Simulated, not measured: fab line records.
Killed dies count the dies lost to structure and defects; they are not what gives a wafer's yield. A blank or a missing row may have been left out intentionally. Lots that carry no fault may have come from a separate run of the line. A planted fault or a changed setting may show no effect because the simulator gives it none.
Which tool did it? | flow gf180mcu | 36 wafers from 12 lots sampled at 5 of the route's 602 steps

== WHAT THE GAUGES SHOWED, per wafer ==
GF_HV_LDD_TW_MEAS_23.
lot  | measured     | on            | HV_LDD_2_TW
L645 | day 10 20:35 | film-metro-04 | 1039 1037 1040
L647 | day 11 06:44 | film-metro-03 | 1070 1065 1068
L648 | day 11 13:15 | film-metro-01 | 1064 1064 1064
L650 | day 12 08:35 | film-metro-04 | 1045 1046 1046
L651 | day 12 16:14 | film-metro-04 | 1048 1042 1043
L652 | day 13 03:11 | film-metro-01 | 1065 1066 1067
L653 | day 13 09:24 | film-metro-03 | 1062 1060 1062
L654 | day 13 15:08 | film-metro-01 | 1061 1064 1075
L656 | day 14 09:11 | film-metro-03 | 1061 1063 1063
L657 | day 14 17:02 | film-metro-04 | 1048 1051 1046
L658 | day 15 00:17 | film-metro-03 | 1070 1066 1069
L664 | day 16 20:09 | film-metro-04 | 1042 1048 1046

GF_HV_LDD_CD_MEAS_46: target cd 400 nm.
lot  | measured     | on        | cd-nm (nm)
L645 | day 12 09:58 | cd-sem-02 | 398.1 397.5 396.2
L647 | day 12 21:47 | cd-sem-02 | 402.4 398.8 401.5
L648 | day 13 03:50 | cd-sem-01 | 401.6 402.4 401.5
L650 | day 14 00:55 | cd-sem-02 | 398.9 401.2 399.6
L651 | day 14 08:47 | cd-sem-01 | 405.4 406.0 404.9
L652 | day 14 20:29 | cd-sem-01 | 399.0 397.5 398.3
L653 | day 15 04:00 | cd-sem-02 | 401.6 401.0 403.3
L654 | day 15 09:09 | cd-sem-01 | 398.8 398.9 397.4
L656 | day 16 04:22 | cd-sem-01 | 399.3 396.4 399.4
L657 | day 16 13:06 | cd-sem-02 | 400.6 398.5 398.4
L658 | day 16 20:34 | cd-sem-01 | 404.1 403.2 403.3
L664 | day 18 19:48 | cd-sem-01 | - - -

GF_HV_LDD_TW_MEAS_50.
lot  | measured     | on            | HV_LDD_4_TW
L645 | day 12 10:22 | film-metro-03 | 572 568 571
L647 | day 12 22:11 | film-metro-01 | 575 573 570
L648 | day 13 04:14 | film-metro-03 | 574 575 579
L650 | day 14 01:19 | film-metro-03 | 568 570 571
L651 | day 14 09:10 | film-metro-01 | 574 575 575
L652 | day 14 20:53 | film-metro-04 | 564 562 567
L653 | day 15 04:23 | film-metro-03 | 576 571 578
L654 | day 15 09:32 | film-metro-04 | 562 563 557
L656 | day 16 04:47 | film-metro-04 | 562 563 562
L657 | day 16 13:29 | film-metro-01 | 571 573 573
L658 | day 16 20:58 | film-metro-03 | 568 572 570
L664 | day 18 20:11 | film-metro-03 | 30 30 30

== TOOL THAT RAN EACH LOT (tool first, then ch and the chambers of the sampled wafers, then the start) ==
lot  | GF_STI_ETCH_13                    | GF_HV_LDD_EXPOSE_43
L645 | rie-diel-04 ch 0,1,2, day 2 04:00 | iline-stepper-01 ch 0, day 12 00:25
L647 | rie-diel-01 ch 0,1,2, day 2 11:57 | iline-stepper-02 ch 0, day 12 12:16
L648 | rie-diel-02 ch 0,1,2, day 2 17:15 | iline-stepper-01 ch 0, day 12 17:59
L650 | rie-diel-04 ch 0,2,3, day 3 03:15 | iline-stepper-02 ch 0, day 13 14:49
L651 | rie-diel-04 ch 0,2,3, day 3 07:57 | iline-stepper-01 ch 0, day 13 23:07
L652 | rie-diel-01 ch 0,2,3, day 3 13:06 | iline-stepper-01 ch 0, day 14 10:26
L653 | rie-diel-04 ch 0,1, day 3 19:18   | iline-stepper-01 ch 0, day 14 17:21
L654 | rie-diel-04 ch 0,2,3, day 4 00:24 | iline-stepper-02 ch 0, day 14 22:55
L656 | rie-diel-04 ch 0,1, day 4 10:06   | iline-stepper-02 ch 0, day 15 18:05
L657 | rie-diel-02 ch 1,2,3, day 4 16:24 | iline-stepper-01 ch 0, day 16 02:11
L658 | rie-diel-02 ch 1,2,3, day 4 21:08 | iline-stepper-02 ch 0, day 16 09:14
L664 | rie-diel-04 ch 1,2,3, day 6 03:44 | iline-stepper-02 ch 0, day 18 07:47
- GF_STI_ETCH_13: etches the open film in CHF3/O2, stops on Si, target depth 282.31 nm, time 112.9 s.
- GF_HV_LDD_EXPOSE_43: exposes mask Pplus HV AREA, target cd 400 nm.

== AS READ BY THE TOOLS THEMSELVES (means over the sampled wafers that have a number; for cases with no such wafer, the mark the record gives instead) ==
GF_STI_ETCH_13.
lot  | tool        | drypump-motor-current-A (A) | oes-product-au (a.u.) | throttle-valve-pct (%)
L645 | rie-diel-04 | 5.8                         | 0.844                 | 8.810
L647 | rie-diel-01 | 5.5                         | 0.833                 | 8.804
L648 | rie-diel-02 | 5.9                         | 0.841                 | 8.814
L650 | rie-diel-04 | 5.9                         | 0.832                 | 8.819
L651 | rie-diel-04 | 5.9                         | 0.831                 | 8.803
L652 | rie-diel-01 | 5.8                         | 0.831                 | 8.811
L653 | rie-diel-04 | 5.4                         | 0.829                 | 8.810
L654 | rie-diel-04 | 5.9                         | 0.832                 | 8.811
L656 | rie-diel-04 | 5.4                         | 0.831                 | 8.807
L657 | rie-diel-02 | 5.7                         | 0.832                 | 8.814
L658 | rie-diel-02 | 5.7                         | 0.835                 | 8.813
L664 | rie-diel-04 | 5.9                         | 0.835                 | 8.820

GF_HV_LDD_EXPOSE_43.
lot  | tool             | exposure-dose-mJ-cm2
L645 | iline-stepper-01 | 139.84
L647 | iline-stepper-02 | 140.07
L648 | iline-stepper-01 | 139.90
L650 | iline-stepper-02 | 139.96
L651 | iline-stepper-01 | 139.93
L652 | iline-stepper-01 | 139.78
L653 | iline-stepper-01 | 139.99
L654 | iline-stepper-02 | 139.96
L656 | iline-stepper-02 | 140.19
L657 | iline-stepper-01 | 139.88
L658 | iline-stepper-02 | 139.93
L664 | iline-stepper-02 | 139.84

== THE ANSWER, worked out from the rows above alone ==
Rule: the usual values come from the lots themselves. The widest of any qualifying gaps counts: lots, ordered by their means at a reading, are off when they make up no more than a third of the lots, leave a main group of 4 or more, and stand apart from it by 3 or more times the standard deviation of that group's means. A main group is skipped when, at the precision printed for the reading in the tables above, its means are all equal. Also off: a lot with no number at a reading for which 4 or more lots have one. Where the step has rows for the other lots, those lots are counted as sound. The gauges are gone through in route order, then the tools' own readings, and for those a lot's mean is taken as printed above. The first step at which some lot is off is used, and at that step the reading that is off furthest; a lot without a number counts as furthest.
Off: L664 (GF_HV_LDD_CD_MEAS_46, cd-nm). Without a number there: L664. The main group has a mean of 400.5 nm with a standard deviation of 2.4.
A tool fits if, at a process step before that reading, it ran every lot that is off, and no sound lot after the first of them. The gauges at GF_HV_LDD_CD_MEAS_46 aren't tried: what is off there is off at GF_HV_LDD_TW_MEAS_50 too, on other tools, and a gauge's error can't cause that. Can't be told from this: 2 tools fit, rie-diel-04 at GF_STI_ETCH_13, iline-stepper-02 at GF_HV_LDD_EXPOSE_43.

== WHAT THE SIMULATOR HAD PUT IN ==
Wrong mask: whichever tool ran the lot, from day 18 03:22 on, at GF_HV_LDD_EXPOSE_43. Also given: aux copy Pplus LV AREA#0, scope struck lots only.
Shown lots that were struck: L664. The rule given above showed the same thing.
